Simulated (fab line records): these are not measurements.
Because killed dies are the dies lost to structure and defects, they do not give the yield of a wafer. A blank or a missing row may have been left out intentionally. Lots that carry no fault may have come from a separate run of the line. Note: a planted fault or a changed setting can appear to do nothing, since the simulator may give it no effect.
fab line records    flow gf180mcu
record lots=14  wafers=42  lastDay=34
route steps=602 shown M2@364 V2@403 M3@413
lots untouched by any fault: they come from a run of this same line in which no faults occurred
startH: hours from the record's opening day to when the first of the lot's shown wafers began    waitH: how many hours have passed since the lot's step before this one    " same as the row above    L1.1+2: a single row standing in for several wafers    - no value, or no start was given    * or withheld: withheld    < > ~ a bound
route shown NAME@n: NAME is a module with steps in the file, n the number in the route of the first one    usual: mean/standard deviation of fault-free wafers    same: alike in all rows    chamber/n: place in a boat    sites: per-site readings    _std_site: how widely they spread, as a standard deviation    _edge_site: the outer-site mean with the inner-site mean subtracted    radiusMm: for every site, how far away it sits from the centre of the wafer    mask NAME#n: copy n    behind: the tool/chamber that last shaped the wafer    hold: what put the lot on hold/how long, in hours/how the hold closed    device: the n, p or np transistor that did not switch    end of line: the route-end tests of the same wafers    a step given without rows: its recipe and nothing more    killed: dies that structure and defects cost at the first sort, which is not the same as the wafer's yield    map: a wafer's dies, marking killed ones x, the rest . and places with no die _
set.NAME: the run value of the setting; set.NAME@STEP: its run value at that earlier step    model.NAME: the simulator's own value behind a step, which no gauge read
a sample of lots followed through the steps of the route, with each step as a table and each wafer as a row
services: the hour from which a tool's chamber was out of use, counted from the record's first day as startH (under 0 if before that day), plus the number of hours and why
## steps
# step GF_M2_SPUTTER_02
# recipe material=AlCu  targetThkNm=450  powerW=10600  timeS=23.9  chamberPressurePa=0.4
# usual cathodeDcPowerW=10600/1.8  chamberPressurePa=0.4001/0.00073  throttleValvePct=30.1/0.8
lot.wafer  tool           chamber  startH  waitH  cathodeDcPowerW  chamberPressurePa  throttleValvePct
L512.2     pvdSputter-04  -        414.77  0.0    10601            0.4006             29.8
L512.5     "              -        "       "      10600            0.3996             30.1
L512.6     "              -        "       "      10596            0.4002             29.6
L513.1     pvdSputter-04  -        427.30  0.0    10601            0.4008             30.1
L513.3     "              -        "       "      10600            0.4002             31.3
L513.4     "              -        "       "      10601            0.4007             32.1
L514.2     pvdSputter-01  -        435.15  0.0    10598            0.3995             29.8
L514.5     "              -        "       "      10598            0.4002             29.4
L514.6     "              -        "       "      10600            0.4002             29.5
L515.1     pvdSputter-01  -        445.45  0.0    10599            0.3994             29.3
L515.3     "              -        "       "      10602            0.4004             29.9
L515.6     "              -        "       "      10598            0.3996             29.3
L516.1     pvdSputter-04  -        462.70  0.0    10602            0.4000             31.5
L516.2     "              -        "       "      10601            0.3994             29.8
L516.5     "              -        "       "      10599            0.4010             32.1
L517.2     pvdSputter-01  -        472.45  0.0    10600            0.4001             29.4
L517.4     "              -        "       "      10600            0.3999             30.4
L517.6     "              -        "       "      10601            0.3996             29.8
L518.2     pvdSputter-04  -        480.14  0.0    10600            0.4003             30.6
L518.4     "              -        "       "      10600            0.3999             31.8
L518.6     "              -        "       "      10598            0.4003             30.1
L520.3     pvdSputter-01  -        493.87  0.0    10603            0.3993             30.4
L520.4     "              -        "       "      10600            0.3994             29.8
L520.6     "              -        "       "      10597            0.4002             30.0
L524.1     pvdSputter-01  -        530.26  0.0    10599            0.3992             29.9
L524.3     "              -        "       "      10601            0.3995             30.7
L524.5     "              -        "       "      10599            0.3997             30.0
L529.2     pvdSputter-01  -        580.41  0.0    10602            0.4017             30.4
L529.3     "              -        "       "      10600            0.3995             29.6
L529.5     "              -        "       "      10606            0.4006             29.8
L530.1     pvdSputter-01  -        582.52  0.0    10599            0.3996             30.1
L530.3     "              -        "       "      10599            0.4010             30.5
L530.4     "              -        "       "      10601            0.4006             29.1
L531.2     pvdSputter-04  -        583.42  0.0    10597            0.4006             31.1
L531.3     "              -        "       "      10597            0.4007             29.5
L531.4     "              -        "       "      10599            0.4006             32.1
L532.2     pvdSputter-04  -        593.46  0.0    10601            0.3998             29.8
L532.3     "              -        "       "      10599            0.4002             31.1
L532.5     "              -        "       "      10601            0.4004             31.4
L533.2     pvdSputter-01  -        603.06  0.0    10601            0.4005             30.2
L533.5     "              -        "       "      10598            0.4002             30.3
L533.6     "              -        "       "      10597            0.3980             29.8
# step GF_M2_CD_MEAS_14
# recipe targetCdNm=280
# usual cdNm=279.4/1.3
lot.wafer  tool      chamber  startH  waitH  cdNm
L512.2     cdSem-01  -        439.06  0.1    277.8
L512.5     "         -        "       "      276.5
L512.6     "         -        "       "      279.1
L513.1     cdSem-02  -        451.76  0.1    277.6
L513.3     "         -        "       "      277.0
L513.4     "         -        "       "      278.0
L514.2     cdSem-01  -        459.09  0.1    278.9
L514.5     "         -        "       "      279.4
L514.6     "         -        "       "      279.2
L515.1     cdSem-01  -        469.32  0.1    278.5
L515.3     "         -        "       "      279.3
L515.6     "         -        "       "      279.3
L516.1     cdSem-02  -        486.89  0.1    278.2
L516.2     "         -        "       "      278.1
L516.5     "         -        "       "      278.1
L517.2     cdSem-01  -        496.56  0.1    280.1
L517.4     "         -        "       "      279.7
L517.6     "         -        "       "      279.7
L518.2     cdSem-02  -        504.11  0.1    280.6
L518.4     "         -        "       "      278.7
L518.6     "         -        "       "      280.7
L520.3     cdSem-01  -        517.25  0.1    278.8
L520.4     "         -        "       "      278.7
L520.6     "         -        "       "      278.0
L524.1     cdSem-02  -        553.41  0.1    277.9
L524.3     "         -        "       "      276.8
L524.5     "         -        "       "      278.3
L529.2     cdSem-02  -        601.31  0.1    279.6
L529.3     "         -        "       "      279.4
L529.5     "         -        "       "      280.5
L530.1     cdSem-02  -        603.41  0.1    280.8
L530.3     "         -        "       "      279.2
L530.4     "         -        "       "      279.6
L531.2     cdSem-02  -        604.68  0.1    280.7
L531.3     "         -        "       "      282.9
L531.4     "         -        "       "      282.3
L532.2     cdSem-01  -        614.47  0.2    280.0
L532.3     "         -        "       "      280.6
L532.5     "         -        "       "      280.0
L533.2     cdSem-02  -        623.03  0.1    280.1
L533.5     "         -        "       "      281.1
L533.6     "         -        "       "      279.8
# step GF_V2_SPUTTER_21
# recipe material=Ti  targetThkNm=15  chamberPressurePa=5  powerW=2500  substrateTempC=200  timeS=80.02
# usual cathodeDcPowerW=2499.9/0.47  chamberPressurePa=5.001/0.011  throttleValvePct=29.9/1
lot.wafer  tool           chamber  startH  waitH  cathodeDcPowerW  chamberPressurePa  throttleValvePct
L512.2     pvdSputter-04  -        465.84  0.0    2499.4           4.998              31.2
L512.5     "              -        "       "      2499.5           4.989              31.2
L512.6     "              -        "       "      2499.7           5.012              31.8
L513.1     pvdSputter-02  -        478.01  0.0    2500.5           5.010              29.5
L513.3     "              -        "       "      2500.3           4.999              30.7
L513.4     "              -        "       "      2499.7           4.993              29.4
L514.2     pvdSputter-02  -        485.77  0.0    2499.4           5.006              29.3
L514.5     "              -        "       "      2500.2           5.010              30.5
L514.6     "              -        "       "      2500.7           5.009              29.4
L515.1     pvdSputter-03  -        495.57  0.0    2499.7           5.005              29.8
L515.3     "              -        "       "      2500.1           5.003              28.3
L515.6     "              -        "       "      2499.5           5.015              28.0
L516.1     pvdSputter-02  -        513.46  0.0    2500.3           5.010              29.2
L516.2     "              -        "       "      2500.3           4.988              29.6
L516.5     "              -        "       "      2500.7           4.996              29.2
L517.2     pvdSputter-04  -        522.86  0.0    2499.7           5.006              31.3
L517.4     "              -        "       "      2499.2           4.994              30.3
L517.6     "              -        "       "      2500.1           5.017              32.0
L518.2     pvdSputter-02  -        530.47  0.0    2499.4           5.003              29.0
L518.4     "              -        "       "      2500.3           5.002              30.7
L518.6     "              -        "       "      2500.1           5.010              30.5
L520.3     pvdSputter-02  -        542.63  0.0    2499.6           5.006              28.9
L520.4     "              -        "       "      2499.8           4.980              29.5
L520.6     "              -        "       "      2500.0           4.986              29.7
L524.1     pvdSputter-04  -        578.15  0.0    2500.5           5.009              31.9
L524.3     "              -        "       "      2499.4           5.005              31.3
L524.5     "              -        "       "      2499.3           4.990              31.2
L529.2     pvdSputter-03  -        624.14  0.0    2500.4           4.998              28.3
L529.3     "              -        "       "      2500.1           5.004              29.6
L529.5     "              -        "       "      2499.8           4.999              28.2
L530.1     pvdSputter-03  -        626.09  0.0    2500.0           5.011              30.8
L530.3     "              -        "       "      2500.5           5.006              28.0
L530.4     "              -        "       "      2500.1           5.000              29.4
L531.2     pvdSputter-04  -        627.69  0.0    2499.8           5.007              31.4
L531.3     "              -        "       "      2501.0           5.003              31.8
L531.4     "              -        "       "      2499.1           4.990              30.0
L532.2     pvdSputter-03  -        637.02  0.0    2500.8           5.002              27.9
L532.3     "              -        "       "      2500.0           4.992              30.7
L532.5     "              -        "       "      2500.3           5.002              30.6
L533.2     pvdSputter-02  -        645.31  0.0    2499.9           4.993              30.9
L533.5     "              -        "       "      2499.8           5.012              29.1
L533.6     "              -        "       "      2500.3           4.994              29.3
# step GF_M3_SPUTTER_04
# recipe material=TiN  targetThkNm=50  powerW=6500  timeS=41.7  chamberPressurePa=0.4
# usual cathodeDcPowerW=6499.9/1.2  chamberPressurePa=0.3999/0.0007  throttleValvePct=30.1/0.73
lot.wafer  tool           chamber  startH  waitH  cathodeDcPowerW  chamberPressurePa  throttleValvePct
L512.2     pvdSputter-04  -        466.87  0.0    6502.4           0.3998             30.2
L512.5     "              -        "       "      6501.6           0.4004             30.1
L512.6     "              -        "       "      6500.2           0.3989             31.9
L513.1     pvdSputter-01  -        478.88  0.0    6501.1           0.3994             29.8
L513.3     "              -        "       "      6498.4           0.3999             30.3
L513.4     "              -        "       "      6498.0           0.4004             29.9
L514.2     pvdSputter-01  -        486.64  0.0    6500.1           0.4000             29.8
L514.5     "              -        "       "      6499.5           0.3995             29.7
L514.6     "              -        "       "      6498.4           0.3987             29.8
L515.1     pvdSputter-04  -        496.45  0.0    6501.2           0.4000             29.7
L515.3     "              -        "       "      6499.6           0.4006             31.7
L515.6     "              -        "       "      6500.0           0.3999             29.6
L516.1     pvdSputter-04  -        514.34  0.0    -                -                  -
L516.2     "              -        "       "      -                -                  -
L516.5     "              -        "       "      -                -                  -
L517.2     pvdSputter-01  -        523.73  0.0    -                -                  -
L517.4     "              -        "       "      -                -                  -
L517.6     "              -        "       "      -                -                  -
L518.2     pvdSputter-04  -        531.34  0.0    6499.8           0.3990             30.1
L518.4     "              -        "       "      6499.3           0.4000             29.6
L518.6     "              -        "       "      6501.9           0.4000             32.1
L520.3     pvdSputter-01  -        543.50  0.0    6500.2           0.3999             30.3
L520.4     "              -        "       "      6499.7           0.3996             29.8
L520.6     "              -        "       "      6499.9           0.3991             29.4
L524.1     pvdSputter-02  -        581.36  0.0    6498.3           0.4001             29.4
L524.3     "              -        "       "      6500.1           0.4000             29.6
L524.5     "              -        "       "      6500.9           0.3995             30.7
L529.2     pvdSputter-01  -        625.03  0.0    6500.6           0.4001             29.3
L529.3     "              -        "       "      6500.1           0.4012             30.3
L529.5     "              -        "       "      6498.7           0.4002             29.1
L530.1     pvdSputter-02  -        626.96  0.0    6498.9           0.4014             29.4
L530.3     "              -        "       "      6500.7           0.3999             30.6
L530.4     "              -        "       "      6502.5           0.4000             29.3
L531.2     pvdSputter-01  -        628.58  0.0    6498.2           0.4007             29.9
L531.3     "              -        "       "      6498.7           0.3993             30.0
L531.4     "              -        "       "      6500.3           0.3992             29.4
L532.2     pvdSputter-01  -        637.89  0.0    6498.7           0.3991             30.2
L532.3     "              -        "       "      6500.1           0.3994             30.5
L532.5     "              -        "       "      6499.4           0.3989             29.5
L533.2     pvdSputter-01  -        646.19  0.0    6499.1           0.3983             30.4
L533.5     "              -        "       "      6500.0           0.3999             30.0
L533.6     "              -        "       "      6500.3           0.3992             30.6
# step GF_M3_THK_MEAS_06
# recipe thkMeasGauge=xrf  reads=AlCu_of_M3_SPUTTER_02
# usual M3_ALCU_THK=448/5.4
lot.wafer  tool          chamber  startH  waitH  M3_ALCU_THK[nm]
L512.2     filmMetro-01  -        467.04  0.1    448
L512.5     "             -        "       "      445
L512.6     "             -        "       "      450
L513.1     filmMetro-04  -        479.04  0.1    447
L513.3     "             -        "       "      451
L513.4     "             -        "       "      444
L514.2     filmMetro-01  -        486.81  0.1    447
L514.5     "             -        "       "      451
L514.6     "             -        "       "      443
L515.1     filmMetro-01  -        496.61  0.1    456
L515.3     "             -        "       "      454
L515.6     "             -        "       "      454
L516.1     filmMetro-02  -        514.50  0.1    495
L516.2     "             -        "       "      493
L516.5     "             -        "       "      496
L517.2     filmMetro-02  -        523.90  0.1    491
L517.4     "             -        "       "      486
L517.6     "             -        "       "      495
L518.2     filmMetro-02  -        531.51  0.1    448
L518.4     "             -        "       "      448
L518.6     "             -        "       "      449
L520.3     filmMetro-02  -        543.68  0.1    453
L520.4     "             -        "       "      447
L520.6     "             -        "       "      451
L524.1     filmMetro-01  -        581.52  0.1    440
L524.3     "             -        "       "      444
L524.5     "             -        "       "      436
L529.2     filmMetro-02  -        625.21  0.1    450
L529.3     "             -        "       "      451
L529.5     "             -        "       "      446
L530.1     filmMetro-04  -        627.12  0.1    445
L530.3     "             -        "       "      444
L530.4     "             -        "       "      445
L531.2     filmMetro-01  -        628.75  0.1    455
L531.3     "             -        "       "      452
L531.4     "             -        "       "      457
L532.2     filmMetro-04  -        638.06  0.1    444
L532.3     "             -        "       "      455
L532.5     "             -        "       "      450
L533.2     filmMetro-04  -        646.36  0.1    454
L533.5     "             -        "       "      450
L533.6     "             -        "       "      452
## services
tool           chamber  startH  hours  kind
pvdSputter-04  3        431.60  -      consumableReplace:kit
pvdSputter-04  3        431.60  18.0   scheduledDown
pvdSputter-04  3        431.60  18.0   ventCycle
pvdSputter-04  -        469.08  10.9   repair
pvdSputter-01  0        473.64  -      consumableReplace:kit
pvdSputter-01  0        473.64  18.0   scheduledDown
pvdSputter-01  0        473.64  18.0   ventCycle
pvdSputter-04  -        485.98  2.2    repair
pvdSputter-03  2        486.98  -      consumableReplace:kit
pvdSputter-03  2        486.98  18.0   scheduledDown
pvdSputter-03  2        486.98  18.0   ventCycle
pvdSputter-03  -        490.86  3.0    repair
pvdSputter-03  -        499.08  2.6    repair
pvdSputter-01  -        506.24  3.5    repair
pvdSputter-01  -        540.95  2.3    repair
pvdSputter-03  -        545.72  1.7    repair
pvdSputter-04  2        581.30  -      consumableReplace:kit
pvdSputter-04  2        581.30  18.0   scheduledDown
pvdSputter-04  2        581.30  18.0   ventCycle
pvdSputter-01  3        607.79  -      consumableReplace:kit
pvdSputter-01  3        607.79  18.0   scheduledDown
pvdSputter-01  3        607.79  18.0   ventCycle
## key
firstSign step=GF_M3_SPUTTER_04  reading=toolRecord  direction=missing
effect step=GF_M3_THK_MEAS_06  reading=M3_ALCU_THK  direction=up  sigmas=8.3  usual=448  struck=493
metAt GF_M3_SPUTTER_04
struckLots L516,L517
laterRowsLeftOut L516.1,L516.2,L516.5,L517.2,L517.4,L517.6
sortLeftOut L516.1,L516.2,L516.5,L517.2,L517.4,L517.6
notActingAt GF_M2_SPUTTER_02,GF_M2_CD_MEAS_14,GF_V2_SPUTTER_21
onsetBetween 496.45 514.34
fault kind=skippedStepWhole  tool=pvdSputter-01,pvdSputter-04  chamber=-  onsetH=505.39  steps=GF_M3_SPUTTER_04  scope=struckLotsOnly
# sortLeftOut: the simulated sort isn't trusted on such a fault, so these wafers' sort isn't shown, and their yield isn't known
# laterRowsLeftOut: the simulator's readings of these wafers behind a module that went badly wrong aren't trusted and aren't shown, but for the sort
